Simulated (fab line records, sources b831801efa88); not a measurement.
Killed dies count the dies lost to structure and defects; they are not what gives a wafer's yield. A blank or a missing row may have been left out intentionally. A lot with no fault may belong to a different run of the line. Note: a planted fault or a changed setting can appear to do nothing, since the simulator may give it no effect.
Split-lot study | flow gf180mcu | 23 wafers read from 5 lots, route of 602 steps

## THE SPLIT
At GF_DNWELL_COAT_02 (resist thk 3000 nm), the setting spin-rpm was moved away from the recipe's 2000 rpm on 9 of the 23 wafers read, by -5.8% to +6.5%. The other wafers ran this setting at the recipe's value.

Reading taken at the split's own step.

## THE READING
coat_of_DNWELL_COAT_02.thk-nm (the simulator's own value, which no gauge read), in nm, at GF_DNWELL_COAT_02 (resist thk 3000 nm). The file does not state a usual value for it. Across the 14 wafers here that went through the recipe, the average is 3002 nm and the standard deviation 8.8 nm.

wafer  | tool, chamber at the split | spin-rpm as run, rpm | against the recipe | coat_of_DNWELL_COAT_02.thk-nm, nm | against lot-mates on the recipe
L074.2 | litho-track-03, 0          | 2000                 | recipe             | 2995                              | -
L074.3 | litho-track-03, 0          | 2130                 | +6.5%              | 2908                              | -89
L074.4 | litho-track-03, 0          | 2000                 | recipe             | 2998                              | -
L074.5 | litho-track-03, 0          | 2000                 | recipe             | 2999                              | -
L074.6 | litho-track-03, 0          | 2130                 | +6.5%              | 2909                              | -88
L075.1 | litho-track-01, 0          | 1884                 | -5.8%              | 3090                              | +92
L075.2 | litho-track-01, 0          | 2000                 | recipe             | 2999                              | -
L075.3 | litho-track-01, 0          | 2000                 | recipe             | 2996                              | -
L075.4 | litho-track-01, 0          | 1884                 | -5.8%              | 3100                              | +102
L075.5 | litho-track-01, 0          | 1884                 | -5.8%              | 3102                              | +104
L076.2 | litho-track-04, 0          | 2000                 | recipe             | 3007                              | -
L076.5 | litho-track-04, 0          | 2000                 | recipe             | 2995                              | -
L076.6 | litho-track-04, 0          | 2000                 | recipe             | 3012                              | -
L080.1 | litho-track-01, 0          | 2082                 | +4.1%              | 2955                              | -60
L080.2 | litho-track-01, 0          | 2082                 | +4.1%              | 2949                              | -66
L080.3 | litho-track-01, 0          | 2000                 | recipe             | 3019                              | -
L080.4 | litho-track-01, 0          | 2000                 | recipe             | 3021                              | -
L080.5 | litho-track-01, 0          | 2000                 | recipe             | 3006                              | -
L085.1 | litho-track-04, 0          | 2000                 | recipe             | 2999                              | -
L085.2 | litho-track-04, 0          | 2125                 | +6.2%              | 2906                              | -90
L085.4 | litho-track-04, 0          | 2000                 | recipe             | 2996                              | -
L085.5 | litho-track-04, 0          | 2125                 | +6.2%              | 2911                              | -85
L085.6 | litho-track-04, 0          | 2000                 | recipe             | 2993                              | -

FIT RESULTS
A straight line over all 23 wafers: coat_of_DNWELL_COAT_02.thk-nm changes by -15.1 nm for each +1% of spin-rpm; r = -0.99; the points scatter about the line by 8.5 nm.
The same after taking each lot's own level away (the mean of its wafers on the recipe; 23 wafers): -15.3 nm for each +1%; r = -0.99; scatter 6.7 nm.
The reading moves by 1e+02 nm for the largest change in spin-rpm, on that fit.
From 2996.0 to 3015.3 nm: that is the span of the lots' own levels, equal to 2.2 times the standard deviation above.
Consequently the slope shifts little with the lot-to-lot level, the two slopes agreeing.
Check: for one of the wafers moved furthest among these (+6.5%), held out of the fit, the line's prediction against its lot-mates is -98 nm. Against them it came out at -89.3 nm.

## OTHER SPLITS APPLIED TO THESE WAFERS
Other splits were also applied to these wafers ahead of the reading. Each is held against what the fit with the lots' levels taken away leaves over:
other split on the same wafers | wafers away from the commonest value | r with coat_of_DNWELL_COAT_02.thk-nm (lot level and that fit taken away)
GF_STI_CVD_03 time-s           | 18                                   | -0.35
GF_STI_PEB_10 peb-temp-c       | 7                                    | +0.19
GF_STI_ETCH_13 time-s          | 7                                    | +0.16
GF_STI_WET_ETCH_26 time-s      | 15                                   | +0.32

## THE WHOLE CHAIN: every reading that the file lists as answering this split, in the file's order
step               | what it does       | reading                                                                        | change (the file's fit)              | r (the file's)
GF_DNWELL_COAT_02  | resist thk 3000 nm | coat_of_DNWELL_COAT_02.thk-nm (the simulator's own value, which no gauge read) | -14.9 nm for each +1% of the setting | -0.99
GF_DNWELL_STRIP_08 | strips in O2/N2    | strip-time-to-endpoint-s                                                       | withheld for each +1% of the setting | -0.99

## FILE'S OWN FIT
coat_of_DNWELL_COAT_02.thk-nm changes by -14.9 nm for each +1% of spin-rpm, r = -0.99.
